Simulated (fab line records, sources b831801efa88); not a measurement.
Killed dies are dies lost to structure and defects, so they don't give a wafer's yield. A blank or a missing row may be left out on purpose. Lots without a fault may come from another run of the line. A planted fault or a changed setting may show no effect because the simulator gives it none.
A struck lot beside a sound one | flow sky130 | 20 steps out of a route of 708
Sound: wafers L908.1, L908.3, L908.5. Struck: wafers L912.1, L912.3, L912.4. The cause comes at the end.
At each step with rows: each side's tool, then ch and its chambers, then its first start. Under that, the readings that differ: sound wafers | struck wafers | difference of the means | sigmas: that difference in standard deviations of wafers without a fault.
alike: readings whose means differ by less than 2 such deviations, and words and numbers that are the same on both sides. not compared: withheld readings, readings that some wafer has no value for, bounds like >300 that may hide the same value, and numbers for which the record gives no deviation and whose values overlap.
The two part at a step that has a row with sigmas, a row that says differs or no value, or rows on one side only. Numbers that don't overlap but have no deviation are shown without sigmas and don't part them. A reading that every wafer of one side lacks parts them only if that side has two wafers or more.

first, 1 step without rows for these wafers: SKY_POLY_GATE_CVD_03 (deposits Si3N4 from DCS/NH3, target thk 75 nm, time 1290 s).
SKY_POLY_GATE_THK_MEAS_04:
  sound on film_metro-01, day 16 17:58; struck on film_metro-04, day 17 22:32
  alike: POLY_GATE_CVD_03_THK
then, 8 steps without rows for these wafers: SKY_POLY_GATE_DEHYDRATE_05 (time 60 s); SKY_POLY_GATE_HMDS_06 (prime time 60 s); SKY_POLY_GATE_COAT_07 (resist thk 110 nm); SKY_POLY_GATE_COAT_08 (resist thk 450 nm); SKY_POLY_GATE_SOFTBAKE_09 (time 90 s); SKY_POLY_GATE_EXPOSE_10 (exposes mask P1M, target cd 150 nm); SKY_POLY_GATE_PEB_11; SKY_POLY_GATE_DEVELOP_12 (develop time 60 s).
SKY_POLY_GATE_CD_MEAS_13: target cd 150 nm.
  sound on cd_sem-01, day 17 23:01; struck on cd_sem-02, day 19 04:43
  reading    | sound             | struck            | difference | sigmas
  cd_nm (nm) | 150.5 151.9 151.9 | 148.9 149.0 148.3 | -2.7       | -2
SKY_POLY_GATE_OVL_MEAS_14:
  sound on overlay-01, day 17 23:08; struck on overlay-02, day 19 04:50
  alike: POLY_GATE_OVL
SKY_POLY_GATE_ETCH_15: etches BARC in N2/H2, stops on SiO2, time 118.5 s, target depth 110 nm.
  sound on rie_diel-04 ch 0,1,3, day 17 23:10; struck on rie_diel-01 ch 0,1,2, day 19 04:52
  no value came back on the struck wafers for any of 5 readings (bias_w (W), chamber_pressure_mTorr (mTorr) and others); on the sound wafers bias_w (W) reads 100.1 100.0 99.4
  reading                                          | sound             | struck            | difference | sigmas
  model.KrF-thick_of_POLY_GATE_COAT_08.thk_nm (nm) | 344.1 340.3 338.7 | 434.1 436.1 433.9 | +93.7      |
  not compared: rf_hours_counter_h
SKY_POLY_GATE_ETCH_16: etches Si3N4 in CH3F/O2, stops on poly-Si, time 147.5 s, target depth 75 nm.
  sound on rie_diel-04 ch 0,1,3, day 17 23:15; struck on rie_diel-01 ch 0,1,2, day 19 04:57
  reading                | sound                | struck               | difference | sigmas
  oes_product_au (a.u.)  | 0.640 0.644 0.642    | 0.375 0.373 0.373    | -0.268     | -45
  throttle_valve_pct (%) | 10.547 10.533 10.548 | 10.508 10.502 10.486 | -0.044     | -5
  alike: O2_flow_sccm, bias_w, drypump_motor_current_A
  not compared: rf_hours_counter_h
SKY_POLY_GATE_ETCH_17: etches poly-Si in HBr/Cl2, stops on SiO2, target depth 180 nm, time 70.5 s.
  sound on rie_si-02 ch 0,1,3, day 17 23:21; struck on rie_si-01 ch 0,1,2, day 19 05:02
  reading                                          | sound             | struck            | difference | sigmas
  oes_product_au (a.u.)                            | 0.978 0.982 0.992 | 0.289 0.278 0.271 | -0.705     | -88
  model.KrF-thick_of_POLY_GATE_COAT_08.thk_nm (nm) | 142.8 135.5 133   | 228.4 235.6 230.7 | +94.5      |
  alike: HBr_flow_sccm, bias_w, drypump_motor_current_A, he_backside_leak_sccm, throttle_valve_pct
  not compared: rf_hours_counter_h
SKY_POLY_GATE_STRIP_18: strips in O2/N2.
  sound on plasma_asher-03 ch 0,1, day 17 23:24; struck on plasma_asher-02 ch 0,1, day 19 05:06
  reading                      | sound             | struck            | difference | sigmas
  oes_product_au (a.u.)        | 0.361 0.350 0.360 | 0.403 0.408 0.399 | +0.046     | +9
  strip_time_to_endpoint_s (s) | 3.18 3.12 3.08    | 4.11 4.18 4.11    | +1.01      | +23
  alike: drypump_motor_current_A
  not compared: rf_hours_counter_h
then, 2 steps without rows for these wafers: SKY_POLY_GATE_CLEAN_19 (cleans in SC1/SC2, time 150 s); SKY_POLY_GATE_OXIDATION_20 (stabilise 600 s, purge 300 s, target thk 4 nm).
SKY_POLY_GATE_CD_MEAS_22:
  sound on cd_sem-02, day 18 03:11; struck on cd_sem-02, day 19 06:40
  reading    | sound             | struck | difference                    | sigmas
  cd_nm (nm) | 148.1 153.7 154.0 | - - -  | no value on the struck wafers |
then, 1 step without rows for these wafers: SKY_LDD_N_DEHYDRATE_00 (time 60 s).

WHERE THEY PART
First at SKY_POLY_GATE_CD_MEAS_13; last, within this record, at SKY_POLY_GATE_CD_MEAS_22.

WHY: what the simulator had put in
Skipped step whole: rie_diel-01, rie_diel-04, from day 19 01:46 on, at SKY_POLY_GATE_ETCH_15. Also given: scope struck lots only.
